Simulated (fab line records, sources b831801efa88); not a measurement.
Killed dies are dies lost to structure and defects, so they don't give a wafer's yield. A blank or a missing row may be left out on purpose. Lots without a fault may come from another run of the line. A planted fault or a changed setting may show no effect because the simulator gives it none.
Which tool did it? | flow sky130 | 7 lots, 21 wafers sampled, at 3 steps of a route of 708

WHAT THE GAUGES READ, wafer by wafer
SKY_LI_CONTACT_THK_MEAS_01.
lot  | measured     | on            | LI_CONTACT_HDPCVD_THK (nm)
L182 | day 28 17:56 | film_metro-04 | 927 926 919
L184 | day 29 19:47 | film_metro-02 | 934 937 949
L189 | day 30 17:40 | film_metro-04 | 934 933 951
L187 | day 30 19:13 | film_metro-02 | 935 943 941
L192 | day 32 03:18 | film_metro-04 | 940 949 938
L197 | day 34 00:20 | film_metro-04 | 936 929 925
L200 | day 34 07:55 | film_metro-04 | 933 928 917

WHICH TOOL RAN EACH LOT (tool, then ch and the chambers of the sampled wafers, then the start)
lot  | SKY_VT_ADJUST_LVTN_STRIP_20          | SKY_LDD_LDN_DEVELOP_06
L182 | plasma_asher-01 ch 0,1, day 8 09:54  | litho_track-03 ch 0, day 23 16:17
L184 | plasma_asher-03 ch 0,1, day 9 06:10  | litho_track-02 ch 0, day 24 21:22
L189 | plasma_asher-01 ch 0,1, day 9 23:04  | litho_track-03 ch 0, day 25 19:39
L187 | plasma_asher-03 ch 0,1, day 10 00:23 | litho_track-01 ch 0, day 25 21:53
L192 | plasma_asher-04 ch 0,1, day 11 00:57 | litho_track-01 ch 0, day 27 05:47
L197 | plasma_asher-03 ch 0,1, day 12 09:52 | litho_track-03 ch 0, day 28 15:14
L200 | plasma_asher-03 ch 0,1, day 13 04:13 | litho_track-03, day 29 10:24
- SKY_VT_ADJUST_LVTN_STRIP_20: strips in O2/N2.
- SKY_LDD_LDN_DEVELOP_06: develop time 60 s.

THE ANSWER, worked out from the rows above alone
Rule: what is usual is taken from the lots themselves. Put in order of their means at a reading, lots are off if they are a third of the lots or fewer, leave a main group of 4 or more, and stand apart from it by a gap of 3 or more times the standard deviation of the main group's means; of several such gaps the widest counts. A main group whose means are all the same, to the digits that the tables above print for the reading, isn't used. A lot without any number at a reading at which 4 lots or more have one is off too. The other lots that the step has rows for count as sound.
No lot is off at any reading shown: from this, nothing can be told.

WHAT THE SIMULATOR HAD PUT IN
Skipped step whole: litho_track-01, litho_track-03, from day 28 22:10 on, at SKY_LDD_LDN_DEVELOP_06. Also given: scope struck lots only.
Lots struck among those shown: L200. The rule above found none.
